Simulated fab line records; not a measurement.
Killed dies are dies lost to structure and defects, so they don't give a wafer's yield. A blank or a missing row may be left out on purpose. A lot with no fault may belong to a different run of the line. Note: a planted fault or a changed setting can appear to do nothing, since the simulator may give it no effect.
Which tool is to blame? :: flow sky130 :: 32 wafers from 11 lots sampled at 5 of the route's 708 steps

WHAT EACH GAUGE READ, for each wafer
SKY_VIA3_OVL_MEAS_13. Usual: VIA3_OVL gives 2 nm (standard deviation 4).
lot: L337
measured: day 38 22:13
on: overlay-01
VIA3_OVL (nm): 4 -1 2
flag: 

lot: L338
measured: day 39 09:45
on: overlay-01
VIA3_OVL (nm): 0 -3 -8
flag: 

lot: L339
measured: day 39 17:10
on: overlay-02
VIA3_OVL (nm): -2 -3 -7
flag: 

lot: L341
measured: day 40 15:39
on: overlay-02
VIA3_OVL (nm): 3 5 0
flag: 

lot: L343
measured: day 41 01:47
on: overlay-02
VIA3_OVL (nm): 6 10 8
flag: 

lot: L344
measured: day 41 13:49
on: overlay-02
VIA3_OVL (nm): 3 1 1
flag: 

lot: L346
measured: day 42 03:07
on: overlay-02
VIA3_OVL (nm): 6 -2 3
flag: 

lot: L349
measured: day 42 21:22
on: overlay-01
VIA3_OVL (nm): 8 2 7
flag: 

lot: L351
measured: day 44 22:56
on: overlay-01
VIA3_OVL (nm): 1 -2
flag: 

lot: L360
measured: day 46 08:03
on: overlay-02
VIA3_OVL (nm): -3 0 2
flag: 

lot: L359
measured: day 46 13:32
on: overlay-02
VIA3_OVL (nm): -4 -5 -3
flag: 

SKY_PASSIVATION_THK_MEAS_01. Usual: PASSIVATION_CVD_00_THK gives 90.0 nm (standard deviation 1.2).
lot: L337
measured: day 43 05:07
on: film-metro-02
PASSIVATION_CVD_00_THK (nm): 89.1 91.3 91.1
flag: 

lot: L338
measured: day 43 16:03
on: film-metro-02
PASSIVATION_CVD_00_THK (nm): 88.1 90.5 89.5
flag: 

lot: L339
measured: day 43 22:33
on: film-metro-02
PASSIVATION_CVD_00_THK (nm): 89.0 88.6 90.1
flag: 

lot: L341
measured: day 44 18:53
on: film-metro-01
PASSIVATION_CVD_00_THK (nm): 90.0 90.1 90.3
flag: 

lot: L343
measured: day 45 02:34
on: film-metro-03
PASSIVATION_CVD_00_THK (nm): 89.0 89.7 90.3
flag: 

lot: L344
measured: day 45 11:09
on: film-metro-01
PASSIVATION_CVD_00_THK (nm): 88.4 91.4 91.3
flag: 

lot: L346
measured: day 46 00:59
on: film-metro-03
PASSIVATION_CVD_00_THK (nm): 89.8 89.0 89.6
flag: 

lot: L349
measured: day 46 18:37
on: film-metro-02
PASSIVATION_CVD_00_THK (nm): 88.0 88.3 89.5
flag: 

lot: L351
measured: day 48 12:59
on: film-metro-01
PASSIVATION_CVD_00_THK (nm): 93.1 92.6
flag: 

lot: L360
measured: day 49 16:45
on: film-metro-02
PASSIVATION_CVD_00_THK (nm): 88.7 89.4 89.8
flag: 

lot: L359
measured: day 49 22:57
on: film-metro-03
PASSIVATION_CVD_00_THK (nm): 91.9 90.7 90.5
flag: 

SKY_PASSIVATION_THK_MEAS_03. Usual: PASSIVATION_CVD_02_THK gives 540 nm (standard deviation 6.9).
lot: L337
measured: day 43 05:24
on: film-metro-01
PASSIVATION_CVD_02_THK (nm): 538 538 536
flag: 

lot: L338
measured: day 43 16:20
on: film-metro-02
PASSIVATION_CVD_02_THK (nm): 533 536 547
flag: 

lot: L339
measured: day 43 22:56
on: film-metro-02
PASSIVATION_CVD_02_THK (nm): 543 537 547
flag: 

lot: L341
measured: day 44 19:10
on: film-metro-03
PASSIVATION_CVD_02_THK (nm): 532 536 547
flag: 

lot: L343
measured: day 45 02:50
on: film-metro-03
PASSIVATION_CVD_02_THK (nm): 542 542 547
flag: 

lot: L344
measured: day 45 11:26
on: film-metro-01
PASSIVATION_CVD_02_THK (nm): 539 540 541
flag: 

lot: L346
measured: day 46 01:17
on: film-metro-02
PASSIVATION_CVD_02_THK (nm): 530 529 543
flag: 

lot: L349
measured: day 46 18:53
on: film-metro-02
PASSIVATION_CVD_02_THK (nm): 529 530 536
flag: 

lot: L351
measured: day 48 13:16
on: film-metro-03
PASSIVATION_CVD_02_THK (nm): 792 545 792 545
flag: OFF

lot: L360
measured: day 49 17:02
on: film-metro-01
PASSIVATION_CVD_02_THK (nm): 531 533 549
flag: 

lot: L359
measured: day 49 23:14
on: film-metro-01
PASSIVATION_CVD_02_THK (nm): 546 553 555
flag: 

TOOL THAT RAN EACH LOT (tool first, then ch and the chambers of the sampled wafers, then the start)
lot: L337
SKY_VIA3_ETCH_14: rie-diel-02 ch 0,1,2, day 38 22:14
SKY_PASSIVATION_CVD_02: pecvd-04 ch 1,2, day 43 05:10

lot: L338
SKY_VIA3_ETCH_14: rie-diel-02 ch 0,1,2, day 39 09:47
SKY_PASSIVATION_CVD_02: pecvd-04 ch 0,1,2, day 43 16:06

lot: L339
SKY_VIA3_ETCH_14: rie-diel-02 ch 0,1, day 39 17:11
SKY_PASSIVATION_CVD_02: pecvd-03 ch 0,2, day 43 22:42

lot: L341
SKY_VIA3_ETCH_14: rie-diel-04 ch 0,1,3, day 40 15:41
SKY_PASSIVATION_CVD_02: pecvd-04 ch 0,1,2, day 44 18:57

lot: L343
SKY_VIA3_ETCH_14: rie-diel-01 ch 0,1,2, day 41 01:50
SKY_PASSIVATION_CVD_02: pecvd-03 ch 1,2, day 45 02:37

lot: L344
SKY_VIA3_ETCH_14: rie-diel-04 ch 0,1,2, day 41 13:50
SKY_PASSIVATION_CVD_02: pecvd-01 ch 0,1, day 45 11:11

lot: L346
SKY_VIA3_ETCH_14: rie-diel-04 ch 1,2,3, day 42 03:08
SKY_PASSIVATION_CVD_02: pecvd-04 ch 0,1,2, day 46 01:02

lot: L349
SKY_VIA3_ETCH_14: rie-diel-02 ch 0,1,3, day 42 21:24
SKY_PASSIVATION_CVD_02: pecvd-03 ch 0,1,2, day 46 18:40

lot: L351
SKY_VIA3_ETCH_14: rie-diel-02 ch 2, day 44 22:57
SKY_PASSIVATION_CVD_02: pecvd-04 ch 1,2, day 48 13:08

lot: L360
SKY_VIA3_ETCH_14: rie-diel-01 ch 0,2, day 46 08:05
SKY_PASSIVATION_CVD_02: pecvd-01 ch 0,1,2, day 49 16:49

lot: L359
SKY_VIA3_ETCH_14: rie-diel-04 ch 0,2, day 46 13:33
SKY_PASSIVATION_CVD_02: pecvd-01 ch 1,2, day 49 22:59
- SKY_VIA3_ETCH_14: etches BARC in N2/H2, stops on SiO2, time 45.9 s, target depth 60 nm.
- SKY_PASSIVATION_CVD_02: deposits Si3N4, target thk 540 nm.

AS READ BY THE TOOLS THEMSELVES (means over the sampled wafers that have a number; for cases with no such wafer, the mark the record gives instead)
SKY_VIA3_ETCH_14. Usual: chamber-pressure-mTorr 30.003 mTorr, standard deviation 0.028; drypump-motor-current-A 5.8 A, standard deviation 0.43; oes-product-au 0.855 a.u., standard deviation 0.0045; throttle-valve-pct 13.225 %, standard deviation 0.011.
lot: L337
tool: rie-diel-02
chamber-pressure-mTorr (mTorr): 30.000
drypump-motor-current-A (A): 6.2
oes-product-au (a.u.): 0.854
throttle-valve-pct (%): 13.227
flag: 

lot: L338
tool: rie-diel-02
chamber-pressure-mTorr (mTorr): 30.026
drypump-motor-current-A (A): 6.2
oes-product-au (a.u.): 0.852
throttle-valve-pct (%): 13.226
flag: 

lot: L339
tool: rie-diel-02
chamber-pressure-mTorr (mTorr): 30.024
drypump-motor-current-A (A): 6.4
oes-product-au (a.u.): 0.858
throttle-valve-pct (%): 13.226
flag: 

lot: L341
tool: rie-diel-04
chamber-pressure-mTorr (mTorr): 29.990
drypump-motor-current-A (A): 5.9
oes-product-au (a.u.): 0.856
throttle-valve-pct (%): 13.225
flag: 

lot: L343
tool: rie-diel-01
chamber-pressure-mTorr (mTorr): 30.006
drypump-motor-current-A (A): 5.2
oes-product-au (a.u.): 0.853
throttle-valve-pct (%): 13.216
flag: 

lot: L344
tool: rie-diel-04
chamber-pressure-mTorr (mTorr): 30.006
drypump-motor-current-A (A): 5.7
oes-product-au (a.u.): 0.855
throttle-valve-pct (%): 13.230
flag: 

lot: L346
tool: rie-diel-04
chamber-pressure-mTorr (mTorr): 30.025
drypump-motor-current-A (A): 5.7
oes-product-au (a.u.): 0.855
throttle-valve-pct (%): 13.234
flag: 

lot: L349
tool: rie-diel-02
chamber-pressure-mTorr (mTorr): 29.995
drypump-motor-current-A (A): 6.1
oes-product-au (a.u.): 0.859
throttle-valve-pct (%): 13.220
flag: 

lot: L351
tool: rie-diel-02
chamber-pressure-mTorr (mTorr): 30.011
drypump-motor-current-A (A): 6.0
oes-product-au (a.u.): 0.854
throttle-valve-pct (%): 13.218
flag: 

lot: L360
tool: rie-diel-01
chamber-pressure-mTorr (mTorr): 29.999
drypump-motor-current-A (A): 5.4
oes-product-au (a.u.): 0.856
throttle-valve-pct (%): 13.231
flag: 

lot: L359
tool: rie-diel-04
chamber-pressure-mTorr (mTorr): 29.991
drypump-motor-current-A (A): 5.7
oes-product-au (a.u.): 0.852
throttle-valve-pct (%): 13.215
flag: 

SKY_PASSIVATION_CVD_02. Usual: heater-power-w reads 739 W (standard deviation 99).
lot: L337
tool: pecvd-04
heater-power-w (W): 744
flag: 

lot: L338
tool: pecvd-04
heater-power-w (W): 789
flag: 

lot: L339
tool: pecvd-03
heater-power-w (W): 712
flag: 

lot: L341
tool: pecvd-04
heater-power-w (W): 802
flag: 

lot: L343
tool: pecvd-03
heater-power-w (W): 750
flag: 

lot: L344
tool: pecvd-01
heater-power-w (W): 702
flag: 

lot: L346
tool: pecvd-04
heater-power-w (W): 782
flag: 

lot: L349
tool: pecvd-03
heater-power-w (W): 685
flag: 

lot: L351
tool: pecvd-04
heater-power-w (W): 688
flag: 

lot: L360
tool: pecvd-01
heater-power-w (W): 728
flag: 

lot: L359
tool: pecvd-01
heater-power-w (W): 683
flag: 

THE ANSWER, worked out from the rows above alone
Rule: lot off if the mean of its wafers having a number is beyond 3 standard deviations from the usual mean. A lot without any number at a reading at which 4 lots or more have one is off too. The other lots that the step has rows for count as sound. First the gauges in route order, then the tools' own readings, where a lot's mean is used as printed above. The first step at which some lot is off is used, and at that step the reading that is off furthest; a lot without a number counts as furthest.
Off: L351, at SKY_PASSIVATION_THK_MEAS_03 (PASSIVATION_CVD_02_THK).
If a tool, at a process step before that reading, ran all the lots that are off and no sound lot after the first of them, it fits. The gauges at SKY_PASSIVATION_THK_MEAS_03 are tried like those tools. Can't be told from this: 3 tools fit, rie-diel-02 at SKY_VIA3_ETCH_14, pecvd-04 at SKY_PASSIVATION_CVD_02, film-metro-03 at SKY_PASSIVATION_THK_MEAS_03.

WHAT HAD BEEN PUT IN BY THE SIMULATOR
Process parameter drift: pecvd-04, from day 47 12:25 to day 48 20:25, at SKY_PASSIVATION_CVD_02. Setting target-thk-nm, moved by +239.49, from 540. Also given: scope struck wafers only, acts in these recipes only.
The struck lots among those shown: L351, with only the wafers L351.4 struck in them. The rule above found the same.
